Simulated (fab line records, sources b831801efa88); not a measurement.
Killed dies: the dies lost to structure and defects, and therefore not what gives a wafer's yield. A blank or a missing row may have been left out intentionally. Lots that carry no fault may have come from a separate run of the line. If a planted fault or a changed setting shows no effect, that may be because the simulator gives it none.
Which tool is to blame? + flow gf180mcu + Sampling: 13 lots, 39 wafers, 4 of 602 route steps

## WHAT THE GAUGES READ, wafer by wafer
GF_NWELL_OVL_MEAS_07.
| lot  | measured    | on         | NWELL_OVL (nm) |
|------|-------------|------------|----------------|
| L614 | day 3 05:55 | overlay-02 | 1.5 1.4 0.4    |
| L615 | day 3 09:46 | overlay-02 | -0.6 1.2 -0.2  |
| L616 | day 4 00:51 | overlay-02 | 1.6 1.1 1.4    |
| L617 | day 4 05:55 | overlay-01 | 2.0 3.0 2.4    |
| L621 | day 5 01:43 | overlay-02 | -1.0 -0.9 0.4  |
| L622 | day 5 05:01 | overlay-01 | 2.3 3.7 2.7    |
| L625 | day 5 18:30 | overlay-02 | 0.2 0.0 -0.1   |
| L626 | day 6 00:19 | overlay-01 | -0.7 -0.7 -1.0 |
| L628 | day 6 11:07 | overlay-01 | 0.1 0.3 0.7    |
| L630 | day 6 23:04 | overlay-02 | 2.0 1.8 3.3    |
| L631 | day 7 05:04 | overlay-02 | -1.0 -0.3 -0.9 |
| L634 | day 7 21:25 | overlay-01 | 2.0 3.0 1.0    |
| L637 | day 8 17:21 | overlay-02 | -0.4 0.9 0.5   |

GF_VT_IMPLANT_TW_MEAS_10.
| lot  | measured     | on            | VT_IMPLANT_TW |
|------|--------------|---------------|---------------|
| L614 | day 5 12:37  | film metro-03 | 564 566 566   |
| L615 | day 5 18:40  | film metro-04 | 567 566 569   |
| L616 | day 6 10:59  | film metro-02 | 560 563 563   |
| L617 | day 6 17:50  | film metro-04 | 565 563 566   |
| L621 | day 7 14:52  | film metro-02 | 557 557 553   |
| L622 | day 7 21:04  | film metro-03 | 571 567 570   |
| L625 | day 8 11:29  | film metro-02 | 645 642 643   |
| L626 | day 8 15:59  | film metro-02 | 639 642 644   |
| L628 | day 9 06:41  | film metro-02 | 563 562 563   |
| L630 | day 9 17:13  | film metro-04 | 567 569 567   |
| L631 | day 10 08:29 | film metro-02 | 560 563 564   |
| L634 | day 10 18:25 | film metro-03 | 567 568 567   |
| L637 | day 11 15:59 | film metro-04 | 568 566 568   |

GF_CONTACT_THK_MEAS_03.
| lot  | measured     | on            | CONTACT_CVD_02_THK (nm) |
|------|--------------|---------------|-------------------------|
| L614 | day 15 01:43 | film metro-03 | 875 878 875             |
| L615 | day 15 11:31 | film metro-03 | 855 869 867             |
| L616 | day 16 07:11 | film metro-03 | 862 869 863             |
| L617 | day 16 16:45 | film metro-04 | 859 878 862             |
| L621 | day 17 20:57 | film metro-03 | 855 858 868             |
| L622 | day 18 07:40 | film metro-04 | 860 869 872             |
| L625 | day 19 02:28 | film metro-04 | 848 844 853             |
| L626 | day 19 06:40 | film metro-03 | 845 846 863             |
| L628 | day 20 06:52 | film metro-03 | 855 859 867             |
| L630 | day 21 03:17 | film metro-01 | 859 869 868             |
| L631 | day 22 00:10 | film metro-01 | 845 854 853             |
| L634 | day 22 10:16 | film metro-04 | 859 874 871             |
| L637 | day 23 15:31 | film metro-03 | 864 855 857             |

## WHICH TOOL RAN EACH LOT (tool, then ch and the chambers of the sampled wafers, then the start)
| lot  | GF_VT_IMPLANT_IMPLANT_08        |
|------|---------------------------------|
| L614 | implanter-03 ch 0, day 5 12:25  |
| L615 | implanter-04 ch 0, day 5 18:26  |
| L616 | implanter-04 ch 0, day 6 10:44  |
| L617 | implanter-04 ch 0, day 6 17:35  |
| L621 | implanter-04 ch 0, day 7 14:37  |
| L622 | implanter-04 ch 0, day 7 20:52  |
| L625 | implanter-03 ch 0, day 8 11:14  |
| L626 | implanter-03 ch 0, day 8 15:44  |
| L628 | implanter-04 ch 0, day 9 06:26  |
| L630 | implanter-04 ch 0, day 9 16:59  |
| L631 | implanter-02 ch 0, day 10 08:13 |
| L634 | implanter-02 ch 0, day 10 18:10 |
| L637 | implanter-04 ch 0, day 11 15:44 |
- GF_VT_IMPLANT_IMPLANT_08

## WHAT THE TOOLS THEMSELVES READ (means of the sampled wafers that have a number; where no wafer has one, the mark that the record gives instead)
GF_VT_IMPLANT_IMPLANT_08.
| lot  | tool         | dose ions cm2 | faraday current uA |
|------|--------------|---------------|--------------------|
| L614 | implanter-03 | 8.286e+12     | 47.4               |
| L615 | implanter-04 | 8.287e+12     | 46.7               |
| L616 | implanter-04 | 8.292e+12     | 47.5               |
| L617 | implanter-04 | 8.284e+12     | 46.6               |
| L621 | implanter-04 | 8.279e+12     | 46.7               |
| L622 | implanter-04 | 8.293e+12     | 46.7               |
| L625 | implanter-03 | 1.283e+13     | 73.4               |
| L626 | implanter-03 | 1.282e+13     | 74.2               |
| L628 | implanter-04 | 8.294e+12     | 46.3               |
| L630 | implanter-04 | 8.290e+12     | 46.4               |
| L631 | implanter-02 | 8.297e+12     | 47.8               |
| L634 | implanter-02 | 8.290e+12     | 47.0               |
| L637 | implanter-04 | 8.281e+12     | 46.3               |

## THE ANSWER, worked out from the rows above alone
Rule: usual is defined by the lots themselves. Put in order of their means at a reading, lots are off if they are a third of the lots or fewer, leave a main group of 4 or more, and stand apart from it by a gap of 3 or more times the standard deviation of the main group's means; of several such gaps the widest counts. A main group whose means are all the same, to the digits that the tables above print for the reading, isn't used. A lot without any number at a reading at which 4 lots or more have one is off too. The other lots that the step has rows for count as sound. Order of review: gauges by route order, followed by the tools' own readings, for which a lot's mean as printed above is used. At the first step where some lot is off, the reading lying furthest off is the one used; lots without a number count as furthest.
Off: L625, L626, at GF_VT_IMPLANT_TW_MEAS_10 (VT_IMPLANT_TW). The main group has a mean of 565 with a standard deviation of 3.7.
If a tool, at a process step before that reading, ran all the lots that are off and no sound lot after the first of them, it fits. The gauges at GF_VT_IMPLANT_TW_MEAS_10 aren't tried: what is off there is off at GF_VT_IMPLANT_IMPLANT_08 too, on other tools, and a gauge's error can't cause that. One fits: implanter-03 at GF_VT_IMPLANT_IMPLANT_08. A fault onset in the window from L614 (day 5 12:25, its last sound lot) to L625 (day 8 11:14, its first lot off) fits.
The tool's own readings at GF_VT_IMPLANT_IMPLANT_08 bear it out: on the lots that are off they differ by more than 5 times the standard deviation of the sound lots' means. dose ions cm2 reads 1.282e+13 there against 8.288e+12 on the sound lots; faraday current uA reads 73.8 there against 46.9 on the sound lots.

## WHAT HAD BEEN PUT IN BY THE SIMULATOR
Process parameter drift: implanter-03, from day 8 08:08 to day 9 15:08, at GF_VT_IMPLANT_IMPLANT_08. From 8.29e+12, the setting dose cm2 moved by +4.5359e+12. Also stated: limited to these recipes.
Struck lots among those shown: L625, L626. The rule above reached the same finding.
